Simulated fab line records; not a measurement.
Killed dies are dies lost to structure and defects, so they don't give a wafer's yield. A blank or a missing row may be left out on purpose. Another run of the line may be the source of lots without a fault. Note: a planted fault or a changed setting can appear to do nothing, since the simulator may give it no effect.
Chamber matching -- flow sky130 -- 4 sister chambers for SKY_SONOS_ONO_ETCH_15 on rie_diel-04
The step etches the open film in CHF3/O2, target depth 19.52 nm, time 7.8 s. 4 wafers are shown with their chamber, then 12 later ones without.

EACH WAFER AND ITS CHAMBER
wafer,chamber,drypump_motor_current_A (A)
L076.4,0,5.0
L086.2,1,5.8
L086.3,3,5.2
L086.4,2,5.6

WAFERS MISSING THEIR CHAMBER
wafer,drypump_motor_current_A (A)
L088.3,5.2
L088.4,5.8
L088.5,5.2
L090.4,5.2
L090.5,5.2
L090.6,5.5
L092.3,5.2
L092.4,5.5
L092.5,5.2
L095.1,5.8
L095.4,5.6
L095.5,5.6

EACH ONE'S CHAMBER
wafer,from the rows above,in truth
L088.3,3,3
L088.4,1,1
L088.5,3,3
L090.4,3,3
L090.5,3,3
L090.6,2,2
L092.3,3,3
L092.4,2,2
L092.5,3,3
L095.1,1,1
L095.4,2,2
L095.5,2,2
Placed correctly: 12 of 12. Not placeable from these rows: 0. Wrongly placed: 0.
How it was worked out, from the rows above alone: a wafer's distance from a chamber is the root of the sum, over the readings, of the square of ((its reading less the chamber's mean) divided by the reading's scatter). If the next closest chamber is less than 2 further off than the closest, the wafer can't be placed; otherwise it belongs to the closest. The mean given for a chamber averages the wafers shown for that chamber. The scatter: root of mean squared gap, hidden wafer to nearest shown wafer, with one shown wafer a chamber.
